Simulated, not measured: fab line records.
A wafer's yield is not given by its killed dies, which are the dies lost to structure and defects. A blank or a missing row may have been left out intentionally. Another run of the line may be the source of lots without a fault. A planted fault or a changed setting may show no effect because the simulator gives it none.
fab line records	flow sky130
[record] lots = 13	wafers = 39	last-day = 50
route steps=708 shown POLY_GATE@227 LDD_P@266 LDD_LDN@300 PAD_OPEN@708
lots untouched by any fault: they come from a run of this same line in which no faults occurred
start-h: hours from the record's first day to the start of the lot's first wafer shown	wait-h: hours from the lot's prior step to this one	" the same as in the row above	L1.1+2: a single row standing in for several wafers	- either no value or no given start	* or withheld: withheld	< > ~ a bound
route shown NAME@n: NAME is a module with steps in the file, n the number in the route of the first one	usual: mean/standard deviation of fault-free wafers	same: alike in all rows	chamber/n: place in a boat	sites: per-site readings	_std_site: their standard deviation	_edge_site: mean of outer sites minus mean of inner sites	radius-mm: how far each site lies from the wafer's centre	mask NAME#n: copy n	behind: the tool/chamber that last shaped the wafer	hold: the reason the lot was held/the length of the hold in hours/how it ended	device: the n, p or np transistor that did not switch	end of line: at the end of the route, the tests of the same wafers	a step without rows: its recipe alone	killed: dies that structure and defects cost at the first sort, which is not the same as the wafer's yield	map: shows each die of a wafer: x if killed, . if not, _ if none is there
set.NAME: setting as actually run; set.NAME@STEP: the setting as run at that earlier step	model.NAME: the simulator's own value behind a step, which no gauge read
route steps across a sampled set of lots; one table per step, one row per wafer
services: when a tool's chamber went out of use (start-h, in hours from the record's first day, below 0 if earlier), for how many hours, and the reason
[[steps]]
[step SKY_POLY_GATE_CD_MEAS_13]
[recipe] target-cd-nm = 150
[usual] cd-nm = 149.8/1.4
lot.wafer	tool	chamber	start-h	wait-h	cd-nm
L561.1	cd-sem-01	-	396.52	-	149.1
L561.3	"	-	"	"	148.2
L561.5	"	-	"	"	149.8
L563.2	cd-sem-01	-	406.99	-	150.6
L563.3	"	-	"	"	149.7
L563.4	"	-	"	"	151.1
L564.2	cd-sem-01	-	416.77	-	150.7
L564.5	"	-	"	"	150.8
L564.6	"	-	"	"	150.8
L565.4	cd-sem-01	-	435.51	-	149.4
L565.5	"	-	"	"	150.0
L565.6	"	-	"	"	148.9
L568.4	cd-sem-01	-	451.66	-	148.5
L568.5	"	-	"	"	149.4
L568.6	"	-	"	"	150.4
L569.3	cd-sem-01	-	462.94	-	148.8
L569.4	"	-	"	"	146.9
L569.6	"	-	"	"	148.9
L573.3	cd-sem-01	-	493.74	-	150.4
L573.4	"	-	"	"	149.8
L573.6	"	-	"	"	150.4
L574.2	cd-sem-01	-	501.77	-	148.9
L574.3	"	-	"	"	149.4
L574.5	"	-	"	"	148.8
L575.3	cd-sem-02	-	507.09	-	149.8
L575.4	"	-	"	"	151.2
L575.5	"	-	"	"	151.9
L576.1	cd-sem-02	-	521.02	-	149.7
L576.4	"	-	"	"	150.3
L576.5	"	-	"	"	148.6
L579.1	cd-sem-02	-	542.56	-	146.2
L579.2	"	-	"	"	146.8
L579.4	"	-	"	"	147.6
L581.3	cd-sem-01	-	555.20	-	149.9
L581.5	"	-	"	"	150.9
L581.6	"	-	"	"	150.5
L582.2	cd-sem-02	-	568.47	-	150.2
L582.4	"	-	"	"	149.4
L582.5	"	-	"	"	150.3
[step SKY_POLY_GATE_ETCH_16]
[recipe] stop-on = poly-Si	chemistry = CH3F/O2	target = Si3N4	source-w = 400	bias-w = 80	pressure-mtorr = 25	ch3f-flow-sccm = 40	O2_flow_sccm = 30	time-s = 147.5	target-depth-a = 750
[usual] drypump-motor-current-A = 5.7/0.33	oes-product-au = 0.642/0.0053	throttle-valve-pct = 10.537/0.0094
lot.wafer	tool	chamber	start-h	wait-h	drypump-motor-current-A	oes-product-au	rf-hours-counter-h	throttle-valve-pct
L561.1	rie-diel-03	2	396.76	0.0	5.8	0.639	56	10.538
L561.3	"	3	"	"	5.8	0.642	9	10.529
L561.5	"	0	"	"	5.2	0.644	-	10.551
L563.2	rie-diel-04	2	407.24	0.0	5.2	0.638	66	10.534
L563.3	"	0	"	"	5.9	0.642	87	10.546
L563.4	"	1	"	"	5.4	0.634	38	10.553
L564.2	rie-diel-04	1	416.99	0.0	5.4	0.638	38	10.533
L564.5	"	0	"	"	5.9	0.648	-	10.539
L564.6	"	3	"	"	5.5	0.643	-	10.540
L565.4	rie-diel-04	0	435.74	0.0	5.9	0.646	-	10.535
L565.5	"	1	"	"	5.4	0.648	-	10.535
L565.6	"	3	"	"	5.5	0.648	-	10.526
L568.4	rie-diel-04	0	451.84	0.0	5.9	0.642	88	10.545
L568.5	"	1	"	"	5.4	0.638	-	10.551
L568.6	"	2	"	"	5.2	0.640	-	10.541
L569.3	rie-diel-03	1	463.14	0.0	6.2	0.640	4	10.547
L569.4	"	3	"	"	5.8	0.646	10	10.522
L569.6	"	1	"	"	6.1	0.640	-	10.529
L573.3	rie-diel-03	2	493.94	0.0	5.7	0.635	58	10.542
L573.4	"	1	"	"	6.1	0.635	4	10.521
L573.6	"	2	"	"	5.8	0.642	-	10.541
L574.2	rie-diel-04	0	501.99	0.0	5.9	0.637	88	10.533
L574.3	"	3	"	"	5.5	0.646	6	10.528
L574.5	"	2	"	"	5.2	0.638	-	10.545
L575.3	rie-diel-01	2	507.29	0.0	5.3	0.635	8	10.524
L575.4	"	1	"	"	5.9	0.646	4	10.542
L575.5	"	2	"	"	5.3	0.645	-	10.526
L576.1	rie-diel-04	3	521.26	0.0	5.5	0.648	7	10.533
L576.4	"	2	"	"	5.3	0.646	-	10.548
L576.5	"	1	"	"	5.4	0.646	-	10.518
L579.1	rie-diel-04	0	542.80	0.0	5.9	0.639	0	10.532
L579.2	"	1	"	"	5.4	0.644	40	10.537
L579.4	"	2	"	"	5.2	0.629	69	10.523
L581.3	rie-diel-03	1	555.40	0.0	6.1	0.634	5	10.532
L581.5	"	3	"	"	5.8	0.643	-	10.534
L581.6	"	0	"	"	5.2	0.650	-	10.547
L582.2	rie-diel-01	1	568.69	0.0	5.9	0.648	5	10.538
L582.4	"	2	"	"	5.3	0.640	-	10.502
L582.5	"	1	"	"	5.9	0.650	-	10.546
[step SKY_LDD_P_TW_MEAS_11]
[usual] LDD_P_TW = 633/5.9
lot.wafer	tool	chamber	start-h	wait-h	LDD_P_TW
L561.1	film-metro-03	-	461.76	0.1	629
L561.3	"	-	"	"	630
L561.5	"	-	"	"	627
L563.2	film-metro-04	-	474.11	0.1	648
L563.3	"	-	"	"	645
L563.4	"	-	"	"	644
L564.2	film-metro-03	-	482.01	0.1	629
L564.5	"	-	"	"	627
L564.6	"	-	"	"	629
L565.4	film-metro-04	-	501.03	0.1	644
L565.5	"	-	"	"	642
L565.6	"	-	"	"	640
L568.4	film-metro-01	-	514.89	0.1	636
L568.5	"	-	"	"	631
L568.6	"	-	"	"	632
L569.3	film-metro-03	-	527.86	0.1	628
L569.4	"	-	"	"	625
L569.6	"	-	"	"	629
L573.3	film-metro-03	-	557.38	0.1	630
L573.4	"	-	"	"	634
L573.6	"	-	"	"	632
L574.2	film-metro-01	-	566.85	0.1	631
L574.3	"	-	"	"	631
L574.5	"	-	"	"	634
L575.3	film-metro-01	-	570.77	0.1	636
L575.4	"	-	"	"	630
L575.5	"	-	"	"	632
L576.1	film-metro-03	-	584.05	0.1	630
L576.4	"	-	"	"	633
L576.5	"	-	"	"	633
L579.1	film-metro-03	-	604.75	0.1	629
L579.2	"	-	"	"	633
L579.4	"	-	"	"	632
L581.3	film-metro-03	-	616.63	0.1	631
L581.5	"	-	"	"	633
L581.6	"	-	"	"	630
L582.2	film-metro-03	-	630.90	0.1	627
L582.4	"	-	"	"	631
L582.5	"	-	"	"	626
[step SKY_LDD_LDN_IMPLANT_11]
[recipe] species = As	energy-kev = 15	dose-cm2 = 1.25e+13	tilt-deg = withheld	rotation-deg = 293
lot.wafer	tool	chamber	start-h	wait-h
L561.1+3+5	implanter-01	0	553.27	0.1
L563.2+3+4	implanter-02	0	564.06	0.1
L564.2+5+6	implanter-04	0	571.74	0.1
L565.4+5+6	implanter-02	0	590.68	0.1
L568.4+5+6	implanter-01	0	604.54	0.1
L569.3+4+6	implanter-04	0	616.08	0.1
L573.3+4+6	implanter-02	0	645.95	0.1
L574.2+3+5	implanter-04	0	654.58	0.1
L574.2+3+5	implanter-04	0	654.90	0.3
L575.3+4+5	implanter-02	0	657.77	0.1
L576.1+4+5	implanter-04	0	671.97	0.1
L576.1+4+5	implanter-04	0	672.42	0.4
L579.1+2+4	implanter-02	0	689.52	0.1
L581.3+5+6	implanter-02	0	702.70	0.1
L582.2+4+5	implanter-02	0	715.89	0.1
[step SKY_LDD_LDN_TW_MEAS_13]
[usual] LDD_LDN_TW = 1485/12
lot.wafer	tool	chamber	start-h	wait-h	LDD_LDN_TW
L561.1	film-metro-01	-	553.52	0.1	1475
L561.3	"	-	"	"	1478
L561.5	"	-	"	"	1479
L563.2	film-metro-01	-	564.29	0.1	1470
L563.3	"	-	"	"	1473
L563.4	"	-	"	"	1470
L564.2	film-metro-01	-	571.98	0.1	1473
L564.5	"	-	"	"	1471
L564.6	"	-	"	"	1473
L565.4	film-metro-04	-	590.88	0.1	1510
L565.5	"	-	"	"	1512
L565.6	"	-	"	"	1510
L568.4	film-metro-02	-	604.75	0.1	1484
L568.5	"	-	"	"	1483
L568.6	"	-	"	"	1490
L569.3	film-metro-02	-	616.30	0.1	1490
L569.4	"	-	"	"	1487
L569.6	"	-	"	"	1480
L573.3	film-metro-04	-	646.17	0.1	1493
L573.4	"	-	"	"	1492
L573.6	"	-	"	"	1499
L574.2	film-metro-01	-	655.13	0.1	1570
L574.3	"	-	"	"	1576
L574.5	"	-	"	"	1572
L575.3	film-metro-01	-	657.99	0.1	1480
L575.4	"	-	"	"	1474
L575.5	"	-	"	"	1477
L576.1	film-metro-02	-	672.85	0.1	1589
L576.4	"	-	"	"	1587
L576.5	"	-	"	"	1593
L579.1	film-metro-04	-	689.77	0.1	1493
L579.2	"	-	"	"	1505
L579.4	"	-	"	"	1497
L581.3	film-metro-02	-	702.92	0.1	1485
L581.5	"	-	"	"	1495
L581.6	"	-	"	"	1496
L582.2	film-metro-04	-	716.13	0.1	1501
L582.4	"	-	"	"	1496
L582.5	"	-	"	"	1491
[step SKY_PAD_OPEN_PROBE_99]
[usual] killed_at_M0_to_M3 = 44/7.4	killed_at_M4_up = 3.1/1.8	killed-at-contacts = 24/5.6	killed-at-front-end = 15/4.9	killed-at-other = 0.4/0.59	killed-dies = 87/9.8	killed-open = 47/7.2	killed-short = 39/6.8
[same] gross-dies = 492	killed-at-back-side = 0
lot.wafer	tool	chamber	start-h	wait-h	killed_at_M0_to_M3	killed_at_M4_up	killed-at-contacts	killed-at-front-end	killed-at-other	killed-dies	killed-open	killed-short
L564.2	prober-02	-	1109.14	0.1	35	5	24	18	2	84	38	45
L564.5	prober-02	-	1109.29	0.2	41	7	13	21	1	83	38	43
L564.6	prober-02	-	1109.34	0.2	55	4	16	8	1	84	47	36
L574.2	prober-02	-	1163.36	0.1	48	2	14	31	0	95	51	42
L574.3	prober-02	-	1163.41	0.2	51	3	23	23	0	100	53	45
L574.5	prober-02	-	1163.51	0.2	39	0	35	20	0	94	46	48
L576.1	prober-02	-	1173.54	0.1	38	2	21	13	0	74	41	33
L576.4	prober-02	-	1173.69	0.2	41	3	18	13	0	75	43	32
L576.5	prober-02	-	1173.74	0.2	47	1	27	16	0	91	52	39
L579.1	prober-01	-	1184.69	0.1	33	3	25	9	0	70	36	33
L579.2	prober-01	-	1184.74	0.1	45	5	29	15	0	94	60	34
L579.4	prober-01	-	1184.84	0.2	42	3	25	14	1	85	40	45
L582.2	prober-01	-	1199.34	0.1	45	3	16	14	0	78	44	34
L582.4	prober-01	-	1199.44	0.2	40	2	23	13	1	79	37	42
L582.5	prober-01	-	1199.49	0.2	40	5	30	9	0	84	53	31
// killed by level:class
L564.2 VIA1:geometric-particle:open=8 LI_CONTACT:geometric-particle:open=8 METAL1:geometric-particle:short=7 POLY_GATE:geometric-particle:short=5 POLY_GATE:geometric-particle:open=5 CONTACT:geometric-particle:open=5 CONTACT:geometric-particle:short=5 METAL4:geometric-particle:short=5
L564.5 VIA1:geometric-particle:open=9 METAL1:geometric-particle:short=6 POLY_GATE:geometric-particle:open=5 CONTACT:geometric-particle:open=5 VIA2:geometric-particle:short=5 VIA3:geometric-particle:open=5 FIELD_ISO:geometric-particle:open=4 FIELD_ISO:geometric-particle:short=4
L564.6 VIA2:geometric-particle:open=12 VIA1:geometric-particle:open=9 METAL2:geometric-particle:short=9 METAL1:geometric-particle:short=6 POLY_GATE:geometric-particle:open=5 VIA3:geometric-particle:open=5 LI_CONTACT:geometric-particle:short=4 LOCAL_INTERCONNECT:geometric-particle:short=4
L574.2 VIA1:geometric-particle:open=17 POLY_GATE:geometric-particle:short=10 POLY_GATE:geometric-particle:open=7 METAL1:geometric-particle:short=6 VIA2:geometric-particle:open=6 FIELD_ISO:geometric-particle:short=5 METAL2:geometric-particle:short=5 SPACER:geometric-particle:open=4
L574.3 LI_CONTACT:geometric-particle:open=11 VIA1:geometric-particle:open=8 FIELD_ISO:geometric-particle:short=7 METAL2:geometric-particle:short=7 CONTACT:geometric-particle:open=6 METAL1:geometric-particle:short=6 VIA3:geometric-particle:open=6 FIELD_ISO:geometric-particle:open=5
L574.5 LI_CONTACT:geometric-particle:open=8 VIA2:geometric-particle:open=8 CONTACT:geometric-particle:short=7 CONTACT:geometric-particle:open=7 POLY_GATE:geometric-particle:short=6 METAL1:geometric-particle:short=6 LI_CONTACT:geometric-particle:short=6 METAL2:geometric-particle:short=6
L576.1 VIA2:geometric-particle:open=10 CONTACT:geometric-particle:open=9 CONTACT:geometric-particle:short=7 METAL1:geometric-particle:short=5 VIA3:geometric-particle:open=5 FIELD_ISO:geometric-particle:open=4 LI_CONTACT:geometric-particle:open=4 VIA3:geometric-particle:short=4
L576.4 VIA1:geometric-particle:open=9 LI_CONTACT:geometric-particle:open=8 VIA3:geometric-particle:open=7 VIA2:geometric-particle:open=6 METAL2:geometric-particle:short=5 VIA3:geometric-particle:short=5 FIELD_ISO:geometric-particle:open=4 CONTACT:geometric-particle:open=4
L576.5 VIA1:geometric-particle:open=11 VIA2:geometric-particle:open=11 CONTACT:geometric-particle:open=10 METAL2:geometric-particle:short=7 CONTACT:geometric-particle:short=6 FIELD_ISO:geometric-particle:short=5 FIELD_ISO:geometric-particle:open=5 LOCAL_INTERCONNECT:geometric-particle:short=5
L579.1 CONTACT:geometric-particle:open=8 LI_CONTACT:geometric-particle:open=6 METAL2:geometric-particle:short=6 VIA3:geometric-particle:open=6 LOCAL_INTERCONNECT:geometric-particle:short=4 CONTACT:geometric-particle:short=4 METAL1:geometric-particle:short=4 VIA1:geometric-particle:open=4
L579.2 CONTACT:geometric-particle:open=14 VIA1:geometric-particle:open=11 VIA2:geometric-particle:open=10 LI_CONTACT:geometric-particle:open=6 VIA3:geometric-particle:open=6 METAL2:geometric-particle:short=5 CONTACT:geometric-particle:short=5 VIA1:geometric-particle:short=5
L579.4 CONTACT:geometric-particle:open=11 VIA1:geometric-particle:open=8 METAL1:geometric-particle:short=7 VIA1:geometric-particle:short=6 FIELD_ISO:geometric-particle:short=5 LOCAL_INTERCONNECT:geometric-particle:short=5 VIA3:geometric-particle:open=4 VIA2:geometric-particle:open=4
L582.2 VIA1:geometric-particle:open=10 VIA1:geometric-particle:short=8 LI_CONTACT:geometric-particle:open=7 CONTACT:geometric-particle:open=7 FIELD_ISO:geometric-particle:open=6 METAL2:geometric-particle:short=6 VIA3:geometric-particle:open=6 METAL1:geometric-particle:short=5
L582.4 VIA1:geometric-particle:open=8 VIA2:geometric-particle:open=6 CONTACT:geometric-particle:open=6 LI_CONTACT:geometric-particle:open=5 LOCAL_INTERCONNECT:geometric-particle:short=5 CONTACT:geometric-particle:short=5 METAL1:geometric-particle:short=5 METAL2:geometric-particle:short=5
L582.5 LI_CONTACT:geometric-particle:open=11 CONTACT:geometric-particle:open=10 VIA2:geometric-particle:open=9 METAL1:geometric-particle:short=6 METAL2:geometric-particle:short=5 FIELD_ISO:geometric-particle:open=4 LOCAL_INTERCONNECT:geometric-particle:short=4 VIA1:geometric-particle:open=4
[[services]]
tool	chamber	start-h	hours	kind
rie-diel-03	1	398.37	2.5	repair
rie-diel-03	2	421.60	4.3	repair
implanter-04	-	422.33	18.5	pm
rie-diel-04	2	426.43	13.6	repair
rie-diel-04	3	439.87	8.9	repair
rie-diel-04	-	440.73	0.3	repair
implanter-04	-	440.84	11.3	pm
rie-diel-04	-	461.64	14.6	pm
rie-diel-03	-	465.10	0.2	repair
implanter-02	-	473.52	0.9	repair
rie-diel-04	-	476.24	2.8	pm
implanter-04	-	487.50	3.2	repair
rie-diel-04	-	512.34	1.1	repair
implanter-04	-	516.53	5.6	repair
rie-diel-03	-	520.67	15.6	pm
implanter-04	-	552.69	2.6	pm
rie-diel-03	2	574.89	5.1	repair
implanter-04	-	605.02	1.7	repair
implanter-04	-	628.67	1.3	repair
rie-diel-04	0	659.10	6.7	repair
rie-diel-03	1	663.16	2.8	repair
implanter-04	-	663.49	6.6	pm
rie-diel-04	2	684.14	6.8	repair
implanter-02	-	688.15	0.7	repair
[[key]]
[first-sign] step = SKY_LDD_LDN_IMPLANT_11	reading = visit	direction = added
[effect] step = SKY_LDD_LDN_TW_MEAS_13	reading = LDD_LDN_TW	direction = up	sigmas = 8.3	usual = 1485	struck = 1581
met-at SKY_LDD_LDN_IMPLANT_11
struck-lots L574,L576
tester-left-out L574,L576
not-acting-at SKY_POLY_GATE_CD_MEAS_13,SKY_POLY_GATE_ETCH_16,SKY_LDD_P_TW_MEAS_11
[fault] kind = repeated-step-whole	tool = implanter-01,implanter-02,implanter-04	chamber = -	onset-h = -	steps = SKY_LDD_LDN_IMPLANT_11	times = 1	scope = struck-lots-only
// tester-left-out: of these lots the tester's yield and bins aren't shown, on N5 and GAA mostly nor the transistor test; their killed dies are dies lost to structure and defects alone, not to doping, threshold or leakage, so they don't give the yield
